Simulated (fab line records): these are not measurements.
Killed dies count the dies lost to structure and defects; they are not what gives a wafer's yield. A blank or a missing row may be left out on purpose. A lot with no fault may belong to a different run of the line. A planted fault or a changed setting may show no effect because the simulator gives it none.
Matching of chambers	flow sky130	SKY_POLY_GATE_ETCH_17 on rieSi-02: 4 sister chambers
The step etches poly-Si in HBr/Cl2, stops on SiO2, target depth 180 nm, time 70.5 s. 8 wafers are shown with their chamber, then 7 later ones without.

EACH WAFER AND ITS CHAMBER
wafer	chamber	drypumpMotorCurrentA (A)	heBacksideLeakSccm (sccm)
L792.3	1	5.6	2.58
L793.2	1	5.5	2.56
L794.1	3	5.3	2.62
L794.4	2	6.0	2.83
L794.6	0	5.7	3.00
L795.1	3	5.3	2.76
L795.3	0	5.7	2.86
L795.4	2	6.0	2.67

WAFERS MISSING THEIR CHAMBER
wafer	drypumpMotorCurrentA (A)	heBacksideLeakSccm (sccm)
L796.3	6.0	2.91
L796.4	5.6	2.54
L798.3	5.5	2.34
L798.5	6.0	2.74
L807.1	6.0	2.68
L807.3	5.7	2.96
L807.5	5.3	2.68

THE CHAMBER EACH PASSED THROUGH
wafer	from the rows above	in truth
L796.3	2	2
L796.4	1	1
L798.3	1	1
L798.5	2	2
L807.1	2	2
L807.3	0	0
L807.5	3	3
7 of 7 placed correctly. Number that these rows cannot place: 0. Number placed wrongly: 0.
How it was worked out, from the rows above alone: a wafer's distance from a chamber is the root of the sum, over the readings, of the square of ((its reading less the chamber's mean) divided by the reading's scatter). If the next closest chamber is less than 2 further off than the closest, the wafer can't be placed; otherwise it belongs to the closest. Each chamber's mean is taken over the wafers shown for it. The scatter: the root of (the sum of the squares of (reading less its chamber's mean) over the shown wafers, divided by (wafers less chambers)).
